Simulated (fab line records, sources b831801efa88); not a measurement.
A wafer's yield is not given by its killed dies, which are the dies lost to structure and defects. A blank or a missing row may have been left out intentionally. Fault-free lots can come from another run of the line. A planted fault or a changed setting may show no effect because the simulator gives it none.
One fault through the eyes of 2 desks	flow sky130	each desk has only its own numbers; what lay behind them comes last

THE TOOL OWNER'S DESK: implanter-02
SKY_RES_XHIGH_IMPLANT_07, tool's own readings: per-lot mean of the sampled wafers with a number, covering each lot this tool ran. A lot is out of limits, marked OUT, if its mean lies more than 4 standard deviations from the usual mean; the brackets give that distance.
Columns: A = beam-energy-keV at SKY_RES_XHIGH_IMPLANT_07, usual 19.999; B = end-station-pressure-torr at SKY_RES_XHIGH_IMPLANT_07, usual 5.24e-06 Torr
lot	first seen here	A	B
L506	day 29 00:14	19.998	5.20e-06
L509	day 29 20:31	20.566 (+96) OUT	4.95e-06
L508	day 30 00:56	20.562 (+95) OUT	5.12e-06
L520	day 33 01:39	20.002	5.26e-06
L522	day 33 16:02	20.000	5.17e-06
This desk finds L508, L509 out of limits, L509 being first, at day 29 20:31 (beam-energy-keV at SKY_RES_XHIGH_IMPLANT_07). L506, L520, L522: within limits.

AT THE METROLOGY DESK
What the gauges read for every lot (on any tool): the sampled wafers with a number, averaged. A lot is out of limits, marked OUT, if its mean lies more than 4 standard deviations from the usual mean; the brackets give that distance.
Columns: A = SD_P_RS at SKY_SD_N_RS_MEAS_17, usual 145.9 ohm/sq; B = CONTACT_OVL at SKY_CONTACT_OVL_MEAS_15, usual 2 nm
lot	first seen here	A	B
L501	day 27 04:26	146.0	3
L503	day 29 03:37	145.5	7
L505	day 29 05:46	145.8	5
L504	day 29 11:30	146.2	-6
L506	day 30 06:05	145.9	1
L509	day 31 01:04	145.3	1
L508	day 31 06:01	146.3	-3
L512	day 33 08:08	145.7	-2
L516	day 33 13:18	146.0	2
L520	day 34 05:46	145.2	4
L521	day 34 15:55	146.0	3
L522	day 34 19:15	145.9	9
L524	day 35 17:24	146.4	-0
Result from this desk: across the 13 lots, nothing is out of limits.

TAKEN TOGETHER
An alarm could have come from the tool owner's desk at day 29 20:31, on L508, L509.
At the metrology desk, nothing out of limits was observed.
The metrology desk holds a record of L508, L509, inside its limits.
SKY_RES_XHIGH_IMPLANT_07 was run on implanter-02 by each of the lots named.

WHAT THE SIMULATOR PUT IN
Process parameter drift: implanter-02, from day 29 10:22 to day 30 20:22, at SKY_RES_XHIGH_IMPLANT_07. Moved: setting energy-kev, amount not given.
Lots struck among those shown: L508, L509.
Time in hours from fault onset to the first out-of-limits reading at each desk: the tool owner's desk, 10.
